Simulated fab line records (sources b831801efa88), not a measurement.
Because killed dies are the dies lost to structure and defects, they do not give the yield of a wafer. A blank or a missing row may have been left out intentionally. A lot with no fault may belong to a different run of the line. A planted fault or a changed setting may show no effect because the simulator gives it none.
Which tool is to blame?	flow gf180mcu	8 lots with 24 wafers sampled at 2 steps, on a route of 602 steps

WHAT THE GAUGES SHOWED, per wafer
GF_NSD_CD_MEAS_07: the cd target is 400 nm.
lot	measured	on	cd nm (nm)
L983	day 13 23:35	cd sem-02	394.4 397.5 393.8
L985	day 14 17:43	cd sem-01	400.1 399.2 401.5
L987	day 15 06:39	cd sem-01	398.1 396.7 397.8
L989	day 16 03:42	cd sem-02	401.0 400.2 397.6
L991	day 16 23:54	cd sem-02	401.4 400.2 402.5
L993	day 17 13:50	cd sem-01	399.0 396.2 398.7
L996	day 18 15:11	cd sem-02	351.7 349.8 351.9 351.6 349.6 351.3
L102	day 20 20:00	cd sem-01	377.4 377.5 376.3 377.1 377.3 376.9

EACH LOT AND THE TOOL THAT RAN IT (in order: tool; ch and the chambers of the sampled wafers; start)
lot	GF_NSD_EXPOSE_04
L983	iline stepper-02 ch 0, day 13 13:36
L985	iline stepper-01 ch 0, day 14 07:35
L987	iline stepper-01 ch 0, day 14 19:58
L989	iline stepper-01 ch 0, day 15 16:45
L991	iline stepper-01 ch 0, day 16 13:04
L993	iline stepper-02 ch 0, day 17 02:41
L996	iline stepper-01 ch 0, day 18 03:19
L102	iline stepper-01 ch 0, day 20 07:49
- GF_NSD_EXPOSE_04: exposes mask Nplus, target cd 400 nm.

THE ANSWER, worked out from the rows above alone
Rule: usual is defined by the lots themselves. The widest of any qualifying gaps counts: lots, ordered by their means at a reading, are off when they make up no more than a third of the lots, leave a main group of 4 or more, and stand apart from it by 3 or more times the standard deviation of that group's means. The tables above print the reading to a certain number of digits; a main group whose means all agree to those digits is not used. A lot without any number at a reading at which 4 lots or more have one is off too. All remaining lots with rows at the step are treated as sound.
Off: L996, L102, at GF_NSD_CD_MEAS_07 (cd nm). The main group has a mean of 398.7 nm with a standard deviation of 2.
If a tool, at a process step before that reading, ran all the lots that are off and no sound lot after the first of them, it fits. Gauges at GF_NSD_CD_MEAS_07: tried the same way as those tools. One fits: iline stepper-01 at GF_NSD_EXPOSE_04. A fault onset in the window from L991 (day 16 13:04, its last sound lot) to L996 (day 18 03:19, its first lot off) fits.

WHAT HAD BEEN PUT IN BY THE SIMULATOR
Process parameter drift: iline stepper-01, from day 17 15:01 on, at GF_NSD_EXPOSE_04. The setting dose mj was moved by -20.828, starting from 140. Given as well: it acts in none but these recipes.
Lots struck among those shown: L996, L102. The rule given above showed the same thing.
